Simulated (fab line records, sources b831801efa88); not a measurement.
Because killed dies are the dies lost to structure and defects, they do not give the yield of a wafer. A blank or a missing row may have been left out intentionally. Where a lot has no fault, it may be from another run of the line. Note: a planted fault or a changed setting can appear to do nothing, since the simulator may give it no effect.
Chamber matching -- flow sky130 -- SKY_VIA4_ETCH_12 on rie_diel-03: 4 sister chambers
The step etches SiO2 in C4F8/O2/Ar, stops on TiN, target depth 580 nm. 8 wafers are shown with their chamber, then 8 later ones without.

## WAFERS PAIRED WITH THEIR CHAMBERS
wafer,chamber,rf_fwd_power_W (W),oes_product_au (a.u.)
L083.1,3,1489,0.922
L083.2,1,1497,0.933
L084.2,2,1491,0.925
L084.4,1,1486,0.929
L084.5,3,1488,0.919
L087.4,0,1484,0.926
L087.5,2,1483,0.922
L088.2,0,1484,0.924

## WAFERS WITH NO CHAMBER GIVEN
wafer,rf_fwd_power_W (W),oes_product_au (a.u.)
L088.4,1491,0.929
L088.5,1485,0.917
L089.3,1496,0.933
L089.4,1495,0.933
L089.6,1487,0.921
L090.3,1481,0.926
L090.5,1483,0.918
L090.6,1483,0.919

## THE CHAMBER EACH PASSED THROUGH
wafer,from the rows above,in truth
L088.4,can't be placed: 1 or 0 or 2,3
L088.5,can't be placed: 3 or 2 or 0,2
L089.3,1,1
L089.4,1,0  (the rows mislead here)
L089.6,can't be placed: 3 or 2 or 0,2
L090.3,can't be placed: 0 or 2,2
L090.5,can't be placed: 3 or 2 or 0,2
L090.6,can't be placed: 3 or 2 or 0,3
Placed correctly: 1 of 8. From these rows, 6 cannot be placed; in 5 the true chamber is one of the candidates. Number placed wrongly: 1.
How it was worked out, from the rows above alone: a wafer's distance from a chamber is the root of the sum, over the readings, of the square of ((its reading less the chamber's mean) divided by the reading's scatter). The wafer belongs to the nearest chamber; if the next one is less than 2 further off, it can't be placed. The mean given for a chamber averages the wafers shown for that chamber. The scatter: the root of (the sum of the squares of (reading less its chamber's mean) over the shown wafers, divided by (wafers less chambers)).
